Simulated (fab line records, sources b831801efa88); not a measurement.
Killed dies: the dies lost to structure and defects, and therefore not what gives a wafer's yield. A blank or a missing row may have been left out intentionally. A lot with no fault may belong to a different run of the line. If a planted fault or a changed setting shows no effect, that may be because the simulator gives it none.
fab line records | flow sky130 | part 2 of 2: steps 31 to 42 of 42
record lots=5 | wafers=15 | lastDay=50
route steps=708 shown RES_XHIGH@334 SD_N@342 SD_P@359 SALICIDE@361 LI_CONTACT@362
lots that met no fault: taken from a fault-free run of the same line
startH: start of the lot's first displayed wafer, in hours after the record's first day | waitH: hours elapsed since this lot's preceding step | " same as the row above | L1.1+2: a single row standing in for several wafers | - either no value or no given start | * or withheld: withheld | < > ~ a bound
route shown NAME@n: NAME is a module with steps in the file, n the number in the route of the first one | usual: mean/standard deviation taken from wafers without a fault | same: alike in all rows | chamber/n: place in a boat | sites: each site's reading | _std_site: their standard deviation | _edge_site: mean of outer sites minus mean of inner sites | radiusMm: for every site, how far away it sits from the centre of the wafer | mask NAME#n: copy n | behind: the tool/chamber that last shaped the wafer | hold: cause of the lot's hold/its duration in hours/its outcome | device: names the non-switching transistor (n, p or np) | end of line: at the end of the route, the tests of the same wafers | a step given without rows: its recipe and nothing more | killed: at the first sort, the dies lost to defects and structure; wafer yield is something else | map: per-die view of a wafer (x killed, . not killed, _ where there is no die)
set.NAME: the run value of the setting; set.NAME@STEP: its run value at that earlier step | model.NAME: the simulator's own value behind a step, which no gauge read
lots at selected steps of the route; one table per step, one row per wafer
services: a tool's chamber out of use, with start hour (startH, from the record's first day; less than 0 if before it), hours out, and reason
## steps
# step SKY_LI_CONTACT_BOW_MEAS_03
# recipe mode=bow
# usual LI_CONTACT_BOW=54/6.5
lot.wafer | tool         | chamber | startH | waitH | LI_CONTACT_BOW[um]
L074.1    | filmMetro-02 | -       | 648.52 | 0.2   | 48
L074.3    | "            | -       | "      | "     | 56
L074.5    | "            | -       | "      | "     | 57
L079.1    | filmMetro-02 | -       | 685.12 | 0.2   | 62
L079.4    | "            | -       | "      | "     | 51
L079.5    | "            | -       | "      | "     | 55
L084.1    | filmMetro-03 | -       | 731.61 | 0.2   | 59
L084.2    | "            | -       | "      | "     | 56
L084.6    | "            | -       | "      | "     | 53
L089.2    | filmMetro-04 | -       | 769.44 | 0.2   | 52
L089.3    | "            | -       | "      | "     | 46
L089.6    | "            | -       | "      | "     | 45
L097.1    | filmMetro-04 | -       | 830.41 | 0.2   | 65
L097.3    | "            | -       | "      | "     | 45
L097.4    | "            | -       | "      | "     | 51
# step SKY_LI_CONTACT_DEHYDRATE_04
# recipe tempC=200 | timeS=60
lot.wafer  | tool          | chamber | startH | waitH
L074.1+3+5 | lithoTrack-03 | 0       | 662.22 | 13.7
L079.1+4+5 | lithoTrack-03 | 0       | 698.62 | 13.5
L084.1+2+6 | lithoTrack-02 | 0       | 744.28 | 12.7
L089.2+3+6 | lithoTrack-02 | 0       | 782.00 | 12.5
L097.1+3+4 | lithoTrack-03 | 0       | 842.83 | 12.4
# step SKY_LI_CONTACT_HMDS_05
# recipe primeTimeS=60 | primeTempC=120
# same primeTimeS=60
lot.wafer  | tool          | chamber | startH | waitH
L074.1+3+5 | lithoTrack-03 | 0       | 662.37 | 0.1
L079.1+4+5 | lithoTrack-03 | 0       | 698.77 | 0.1
L084.1+2+6 | lithoTrack-02 | 0       | 744.43 | 0.1
L089.2+3+6 | lithoTrack-02 | 0       | 782.15 | 0.1
L097.1+3+4 | lithoTrack-03 | 0       | 842.98 | 0.1
# step SKY_LI_CONTACT_COAT_06
# recipe resist=BARC | tempC=withheld | timeS=withheld | spinRpm=3000 | resistThkNm=60
# usual spinSpeedRpm=3000.2/2.6
lot.wafer | tool          | chamber | startH | waitH | spinSpeedRpm
L074.1    | lithoTrack-03 | 0       | 662.52 | 0.1   | 2999.3
L074.3    | "             | 0       | "      | "     | 2999.8
L074.5    | "             | 0       | "      | "     | 3002.2
L079.1    | lithoTrack-03 | 0       | 698.92 | 0.1   | 2997.2
L079.4    | "             | 0       | "      | "     | 2998.8
L079.5    | "             | 0       | "      | "     | 2997.3
L084.1    | lithoTrack-02 | 0       | 744.58 | 0.1   | 2993.9
L084.2    | "             | 0       | "      | "     | 2996.1
L084.6    | "             | 0       | "      | "     | 3000.8
L089.2    | lithoTrack-02 | 0       | 782.30 | 0.1   | 2998.4
L089.3    | "             | 0       | "      | "     | 3000.5
L089.6    | "             | 0       | "      | "     | 3000.7
L097.1    | lithoTrack-03 | 0       | 843.13 | 0.1   | 2994.3
L097.3    | "             | 0       | "      | "     | 3000.8
L097.4    | "             | 0       | "      | "     | 2995.5
# step SKY_LI_CONTACT_COAT_07
# recipe resist=KrF-thick | spinRpm=3000 | resistThkNm=450
# usual spinSpeedRpm=3000.2/2.4
lot.wafer | tool          | chamber | startH | waitH | spinSpeedRpm
L074.1    | lithoTrack-03 | 0       | -      | -     | 2998.3
L074.3    | "             | 0       | "      | "     | 2999.8
L074.5    | "             | 0       | "      | "     | 3000.5
L079.1    | lithoTrack-03 | 0       | -      | -     | 3001.8
L079.4    | "             | 0       | "      | "     | 3003.1
L079.5    | "             | 0       | "      | "     | 3001.6
L084.1    | lithoTrack-02 | 0       | -      | -     | 3002.5
L084.2    | "             | 0       | "      | "     | 3005.7
L084.6    | "             | 0       | "      | "     | 3003.5
L089.2    | lithoTrack-02 | 0       | -      | -     | 2998.2
L089.3    | "             | 0       | "      | "     | 2997.2
L089.6    | "             | 0       | "      | "     | 2999.3
L097.1    | lithoTrack-03 | 0       | -      | -     | 3002.0
L097.3    | "             | 0       | "      | "     | 2999.5
L097.4    | "             | 0       | "      | "     | 2998.7
# step SKY_LI_CONTACT_SOFTBAKE_08
# recipe tempC=100 | timeS=90 | resist=KrF-thick
lot.wafer  | tool          | chamber | startH | waitH
L074.1+3+5 | lithoTrack-03 | 0       | -      | -
L079.1+4+5 | lithoTrack-03 | 0       | -      | -
L084.1+2+6 | lithoTrack-02 | 0       | -      | -
L089.2+3+6 | lithoTrack-02 | 0       | -      | -
L097.1+3+4 | lithoTrack-03 | 0       | -      | -
# step SKY_LI_CONTACT_EXPOSE_09
# recipe maskId=LICM1 | na=0.8 | sourceShape=annular | sigmaInner=0.55 | sigmaOuter=0.85 | targetCdNm=170 | doseMj=38
lot.wafer  | tool          | chamber | startH | waitH | mask
L074.1+3+5 | krfScanner-01 | 0       | -      | -     | LICM1#0
L079.1+4+5 | krfScanner-01 | 0       | -      | -     | LICM1#0
L084.1+2+6 | krfScanner-01 | 0       | -      | -     | LICM1#0
L089.2+3+6 | krfScanner-01 | 0       | -      | -     | LICM1#0
L097.1+3+4 | krfScanner-01 | 0       | -      | -     | LICM1#0
# step SKY_LI_CONTACT_PEB_10
# recipe pebTempC=withheld | pebTimeS=withheld | resist=KrF-thick
lot.wafer  | tool          | chamber | startH | waitH
L074.1+3+5 | lithoTrack-02 | 0       | -      | -
L079.1+4+5 | lithoTrack-02 | 0       | -      | -
L084.1+2+6 | lithoTrack-01 | 0       | -      | -
L089.2+3+6 | lithoTrack-02 | 0       | -      | -
L097.1+3+4 | lithoTrack-02 | 0       | -      | -
# step SKY_LI_CONTACT_DEVELOP_11
# recipe developTimeS=60 | resist=KrF-thick | devTempC=21
lot.wafer  | tool          | chamber | startH | waitH
L074.1+3+5 | lithoTrack-02 | 0       | -      | -
L079.1+4+5 | lithoTrack-02 | 0       | -      | -
L084.1+2+6 | lithoTrack-01 | 0       | -      | -
L089.2+3+6 | lithoTrack-02 | 0       | -      | -
L097.1+3+4 | lithoTrack-02 | 0       | -      | -
# step SKY_LI_CONTACT_CD_MEAS_12
# recipe targetCdNm=170
# usual cdNm=170.2/1.5
lot.wafer | tool     | chamber | startH | waitH | cdNm
L074.1    | cdSem-02 | -       | 676.78 | -     | 170.8
L074.3    | "        | -       | "      | "     | 170.8
L074.5    | "        | -       | "      | "     | 170.0
L079.1    | cdSem-01 | -       | 713.13 | -     | 171.6
L079.4    | "        | -       | "      | "     | 171.8
L079.5    | "        | -       | "      | "     | 170.7
L084.1    | cdSem-01 | -       | 758.74 | -     | 170.4
L084.2    | "        | -       | "      | "     | 170.6
L084.6    | "        | -       | "      | "     | 171.1
L089.2    | cdSem-01 | -       | 796.15 | -     | 172.4
L089.3    | "        | -       | "      | "     | 171.0
L089.6    | "        | -       | "      | "     | 170.1
L097.1    | cdSem-01 | -       | 856.28 | -     | 171.2
L097.3    | "        | -       | "      | "     | 172.1
L097.4    | "        | -       | "      | "     | 169.7
# step SKY_LI_CONTACT_OVL_MEAS_13
# usual LI_CONTACT_OVL=-3/5
lot.wafer | tool       | chamber | startH | waitH | LI_CONTACT_OVL[nm]
L074.1    | overlay-01 | -       | 676.90 | 0.1   | -2
L074.3    | "          | -       | "      | "     | -6
L074.5    | "          | -       | "      | "     | 3
L079.1    | overlay-01 | -       | 713.25 | 0.1   | -1
L079.4    | "          | -       | "      | "     | 2
L079.5    | "          | -       | "      | "     | -4
L084.1    | overlay-02 | -       | 758.86 | 0.1   | -1
L084.2    | "          | -       | "      | "     | -5
L084.6    | "          | -       | "      | "     | -7
L089.2    | overlay-01 | -       | 796.26 | 0.1   | -6
L089.3    | "          | -       | "      | "     | -1
L089.6    | "          | -       | "      | "     | -8
L097.1    | overlay-01 | -       | 856.40 | 0.1   | -9
L097.3    | "          | -       | "      | "     | -9
L097.4    | "          | -       | "      | "     | -2
# step SKY_LI_CONTACT_ETCH_14
# recipe chemistry=N2/H2 | target=BARC | ionEnergyEv=200 | sourceW=500 | biasW=100 | pressureMtorr=30 | n2FlowSccm=100 | h2FlowSccm=200 | stopOn=SiO2 | timeS=45.9 | targetDepthA=600
# usual chamberPressureMTorr=29.996/0.028 | drypumpMotorCurrentA=5.8/0.42 | oesProductAu=0.854/0.0051 | throttleValvePct=13.225/0.0092
lot.wafer | tool       | chamber | startH | waitH | chamberPressureMTorr | drypumpMotorCurrentA | oesProductAu | rfHoursCounterH | throttleValvePct
L074.1    | rieDiel-03 | 2       | 676.93 | 0.0   | 30.027               | 4.9                  | 0.854        | 6               | 13.227
L074.3    | "          | 3       | "      | "     | 30.026               | 5.9                  | 0.861        | 10              | 13.222
L074.5    | "          | 2       | "      | "     | 29.995               | 4.9                  | 0.848        | -               | 13.205
L079.1    | rieDiel-02 | 0       | 713.28 | 0.0   | 29.937               | 6.1                  | 0.853        | 5               | 13.228
L079.4    | "          | 3       | "      | "     | 29.952               | 5.8                  | 0.855        | -               | 13.224
L079.5    | "          | 2       | "      | "     | 30.018               | 6.1                  | 0.848        | -               | 13.234
L084.1    | rieDiel-03 | 0       | 758.90 | 0.0   | 29.956               | 5.1                  | 0.853        | 1               | 13.227
L084.2    | "          | 3       | "      | "     | 29.980               | 5.9                  | 0.854        | 13              | 13.222
L084.6    | "          | 0       | "      | "     | 29.972               | 5.1                  | 0.866        | -               | 13.223
L089.2    | rieDiel-01 | 1       | 796.29 | 0.0   | 29.997               | 6.0                  | 0.861        | 18              | 13.234
L089.3    | "          | 3       | "      | "     | 29.931               | 5.5                  | 0.847        | 15              | 13.231
L089.6    | "          | 2       | "      | "     | 29.992               | 6.3                  | 0.854        | -               | 13.231
L097.1    | rieDiel-01 | 3       | 856.44 | 0.0   | 29.991               | 5.5                  | 0.856        | 17              | 13.222
L097.3    | "          | 0       | "      | "     | 30.011               | 5.6                  | 0.857        | 15              | 13.241
L097.4    | "          | 1       | "      | "     | 29.998               | 6.0                  | 0.845        | 21              | 13.247
## services
tool            | chamber | startH | hours | kind
krfScanner-01   | -       | 590.51 | 12.8  | repair
implanter-02    | -       | 603.57 | 4.9   | pm
krfScanner-01   | -       | 604.61 | 4.4   | pm
krfScanner-01   | -       | 616.94 | 1.7   | repair
implanter-04    | -       | 618.42 | 1.5   | repair
krfScanner-01   | -       | 623.13 | 1.0   | pm
krfScanner-01   | -       | 625.00 | 0.4   | repair
krfScanner-01   | -       | 629.08 | 0.8   | pm
ilineStepper-02 | -       | 633.92 | 4.9   | repair
implanter-02    | -       | 648.88 | 3.6   | pm
implanter-02    | -       | 689.82 | 1.2   | repair
ilineStepper-01 | -       | 731.17 | 4.5   | repair
ilineStepper-02 | -       | 741.58 | 1.7   | pm
ilineStepper-01 | -       | 741.92 | 4.8   | repair
krfScanner-01   | -       | 745.64 | 1.3   | pm
implanter-04    | -       | 754.31 | 4.6   | pm
ilineStepper-01 | -       | 758.38 | 1.7   | pm
ilineStepper-01 | -       | 760.30 | 8.3   | repair
ilineStepper-01 | -       | 768.62 | 2.1   | pm
implanter-04    | -       | 770.74 | 3.3   | repair
implanter-02    | -       | 777.18 | 4.6   | repair
krfScanner-01   | -       | 790.26 | 1.0   | pm
krfScanner-01   | -       | 797.88 | 0.8   | pm
implanter-02    | -       | 827.45 | 2.7   | repair
